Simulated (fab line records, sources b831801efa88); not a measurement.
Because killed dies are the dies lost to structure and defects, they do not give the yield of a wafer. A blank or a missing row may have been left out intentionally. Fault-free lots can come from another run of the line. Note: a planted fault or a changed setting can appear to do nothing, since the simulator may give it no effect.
2 desks, one fault / flow gf180mcu / each desk holds nothing but its own numbers, with what lay behind them at the end

FROM THE METROLOGY DESK
Lot by lot, what the gauges showed, no matter which tool ran the lot: averages of those sampled wafers that carry a number. If a lot's mean is further than 4 standard deviations from the usual mean, the lot is out of limits and carries the mark OUT (the distance appears in the brackets).
Columns: A = V3_BOW at GF_V3_BOW_MEAS_05, usual 115 um
lot=L300; first seen here=day 22 01:01; A=120
lot=L302; first seen here=day 22 19:10; A=118
lot=L304; first seen here=day 23 09:58; A=124
lot=L305; first seen here=day 24 04:59; A=106
lot=L306; first seen here=day 24 09:53; A=129
lot=L312; first seen here=day 26 08:11; A=116
lot=L315; first seen here=day 26 20:17; A=108
lot=L316; first seen here=day 27 04:29; A=111
lot=L318; first seen here=day 28 00:40; A=112
lot=L319; first seen here=day 28 05:26; A=111
lot=L320; first seen here=day 28 10:58; A=113
lot=L321; first seen here=day 29 05:20; A=110
lot=L322; first seen here=day 29 06:01; A=110
Result from this desk: across the 13 lots, nothing is out of limits.

DESK OF THE TOOL OWNER: litho_track-02
The tool's own readings at GF_M3_DEVELOP_13 (develop time 60 s): means of the sampled wafers that have a number, for each lot that ran on this tool. If a lot's mean is further than 4 standard deviations from the usual mean, the lot is out of limits and carries the mark OUT (the distance appears in the brackets).
Columns: A = chill_plate_temp_C at GF_M3_DEVELOP_13, usual 22.97 C; B = developer_temp_C at GF_M3_DEVELOP_13, usual 20.99 C
lot=L300; first seen here=day 21 23:28; A=22.92; B=20.98
lot=L304; first seen here=day 23 08:25; A=22.97; B=20.90
lot=L305; first seen here=day 24 03:22; A=22.94; B=21.05
lot=L306; first seen here=day 24 08:22; A=23.02; B=20.85
lot=L312; first seen here=day 26 06:07; A=23.11; B=20.98
lot=L315; first seen here=day 26 18:46; A=22.97; B=20.18 (-7.4) OUT
lot=L316; first seen here=day 27 02:49; A=22.86; B=20.26 (-6.7) OUT
This desk's verdict: out of limits on L315, L316, starting with L315 at day 26 18:46 (developer_temp_C at GF_M3_DEVELOP_13). L300, L304, L305, L306, L312: within limits.

BROUGHT TOGETHER
At day 26 18:46, on L315, L316, the tool owner's desk was in a position to raise an alarm.
Metrology desk: nothing out of limits seen.
The metrology desk holds a record of L315, L316, inside its limits.
GF_M3_DEVELOP_13 was run on litho_track-02 by each of the lots named.

WHAT THE SIMULATOR HAD PUT IN
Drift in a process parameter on litho_track-02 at GF_M3_DEVELOP_13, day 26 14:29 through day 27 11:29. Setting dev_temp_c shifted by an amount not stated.
Lots struck among those shown: L315, L316.
Each desk's first reading out of limits, in hours after the fault started: the tool owner's desk, 4.
